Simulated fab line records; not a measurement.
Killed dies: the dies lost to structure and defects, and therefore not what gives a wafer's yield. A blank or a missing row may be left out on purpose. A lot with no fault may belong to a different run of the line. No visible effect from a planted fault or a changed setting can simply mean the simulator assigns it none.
Matching of chambers | flow sky130 | SKY_VIA2_ETCH_15 on rie-diel-01 has 4 sister chambers
The step etches SiO2 in C4F8/O2/Ar, stops on TiN, target depth 546 nm, time 84 s. 4 wafers are shown with their chamber, then 10 later ones without.

## WAFERS WITH THEIR CHAMBER
wafer  | chamber | oes-product-au (a.u.)
L081.6 | 3       | 0.939
L082.4 | 1       | 0.938
L083.2 | 2       | 0.935
L083.4 | 0       | 0.939

## WAFERS WITH NO CHAMBER GIVEN
wafer  | oes-product-au (a.u.)
L083.6 | 0.946
L091.2 | 0.935
L091.3 | 0.937
L091.4 | 0.942
L092.1 | 0.937
L092.3 | 0.943
L092.4 | 0.933
L096.4 | 0.944
L096.5 | 0.936
L096.6 | 0.942

## THE CHAMBER EACH PASSED THROUGH
wafer  | from the rows above               | in truth
L083.6 | can't be placed: 0 or 3 or 1 or 2 | 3
L091.2 | can't be placed: 2 or 1 or 0 or 3 | 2
L091.3 | can't be placed: 1 or 0 or 3 or 2 | 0
L091.4 | can't be placed: 0 or 3 or 1 or 2 | 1
L092.1 | can't be placed: 1 or 0 or 3 or 2 | 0
L092.3 | can't be placed: 0 or 3 or 1 or 2 | 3
L092.4 | can't be placed: 2 or 1 or 0 or 3 | 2
L096.4 | can't be placed: 0 or 3 or 1 or 2 | 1
L096.5 | can't be placed: 2 or 1 or 0 or 3 | 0
L096.6 | can't be placed: 0 or 3 or 1 or 2 | 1
0 of 10 placed correctly. Not placeable from these rows: 10 (in 10, the candidates include the true chamber). Number placed wrongly: 0.
How it was worked out, from the rows above alone: a wafer's distance from a chamber is the root of the sum, over the readings, of the square of ((its reading less the chamber's mean) divided by the reading's scatter). If the next closest chamber is less than 2 further off than the closest, the wafer can't be placed; otherwise it belongs to the closest. A chamber's mean is the mean of its shown wafers. The scatter: root of mean squared gap, hidden wafer to nearest shown wafer, with one shown wafer a chamber.
